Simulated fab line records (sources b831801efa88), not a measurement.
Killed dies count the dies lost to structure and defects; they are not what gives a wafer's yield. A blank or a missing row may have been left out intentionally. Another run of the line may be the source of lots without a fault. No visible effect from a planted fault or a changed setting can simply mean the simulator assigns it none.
Comparing a struck lot with a sound one / flow sky130 / 15 out of 708 route steps
Sound: the wafers L494.1, L494.4, L494.6. Wafers struck: L498.1, L498.4, L498.6. Last of all comes the cause.
Per side, at each step with rows, come the tool, then ch with its chambers, and then its first start. Under that, the readings that differ: sound wafers / struck wafers / difference of the means / sigmas: that difference in standard deviations of wafers without a fault.
alike: words and numbers the same on both sides, and readings whose means are apart by under 2 such deviations; not compared: readings that were withheld, readings missing a value for some wafer, numbers with overlapping values and no deviation given by the record, and bounds like >300 which may hide the same value.
A row with sigmas, a row that says differs or no value, or rows on one side alone: a step with any of these is where the two part. When numbers do not overlap yet have no deviation, they are printed without sigmas and do not part them. A reading that every wafer of one side lacks parts them only if that side has two wafers or more.

SKY_VT_ADJUST_PCH_STRIP_09: strips in O2/N2.
  sound on plasma asher-04 ch 0,1, day 10 21:23; struck on plasma asher-04 ch 0, day 11 23:44
reading=oes product au (a.u.); sound=0.732 0.723 0.728; struck=0.716 0.724 0.711; difference=-0.011; sigmas=-2
  alike: drypump motor current A, o2 flow sccm, strip time to endpoint s
  not compared: rf hours counter h
SKY_VT_ADJUST_PCH_TW_MEAS_10:
  sound on film metro-02, day 10 21:29; struck on film metro-02, day 11 23:50
  alike: VT_ADJUST_PCH_TW
then, 7 steps without rows for these wafers: SKY_SONOS_TUNNEL_DEHYDRATE_00 (time 60 s); SKY_SONOS_TUNNEL_HMDS_01 (prime time 60 s); SKY_SONOS_TUNNEL_COAT_02 (resist thk 1140 nm); SKY_SONOS_TUNNEL_SOFTBAKE_03 (time 60 s); SKY_SONOS_TUNNEL_EXPOSE_04 (exposes mask TUNM, target cd 410 nm); SKY_SONOS_TUNNEL_PEB_05; SKY_SONOS_TUNNEL_DEVELOP_06 (develop time 60 s).
SKY_SONOS_TUNNEL_CD_MEAS_07: target cd 410 nm.
  sound on cd sem-01, day 11 20:47; struck on cd sem-02, day 12 23:45
  alike: cd nm
SKY_SONOS_TUNNEL_OVL_MEAS_08:
  sound on overlay-02, day 11 20:54; struck on overlay-01, day 12 23:52
  alike: SONOS_TUNNEL_OVL
after that, 1 step had no rows for these wafers: SKY_SONOS_TUNNEL_IMPLANT_09.
SKY_SONOS_TUNNEL_WET_ETCH_10: etches SiO2 in dHF, target depth 14 nm, time 280 s.
  sound on wet bench-02 ch 3, day 11 21:05; struck on wet bench-03 ch 3, day 13 00:03
  no value came back on the struck wafers for bath heat duty pct (%), run length s (s); on the sound wafers bath heat duty pct (%) reads 6.8 5.0 7.4
then, 1 step without rows for these wafers: SKY_SONOS_TUNNEL_STRIP_11 (strips in SPM, time 600 s).
-- here the record skips 34 days between the struck wafers' starts before and after, leaving off in module SONOS_TUNNEL and picking up in module PAD_OPEN (first step shown: number 708 of the route) --
SKY_PAD_OPEN_PROBE_99:
  sound on prober-01, day 46 04:01; struck on prober-01, day 47 02:13
reading=killed at front end; sound=13 19 17; struck=426 399 435; difference=+404; sigmas=+94
reading=killed dies; sound=75 92 88; struck=492 492 492; difference=+407; sigmas=+41
reading=killed on rim; sound=19 17 23; struck=96 96 96; difference=+76; sigmas=+21
  alike: killed_at_M0_to_M3, killed_at_M4_up, killed at contacts, killed at other, killed open, killed short

WHERE THEY PART
At SKY_VT_ADJUST_PCH_STRIP_09 first; at SKY_PAD_OPEN_PROBE_99 last (within this record only).

WHY: whatever the simulator had introduced
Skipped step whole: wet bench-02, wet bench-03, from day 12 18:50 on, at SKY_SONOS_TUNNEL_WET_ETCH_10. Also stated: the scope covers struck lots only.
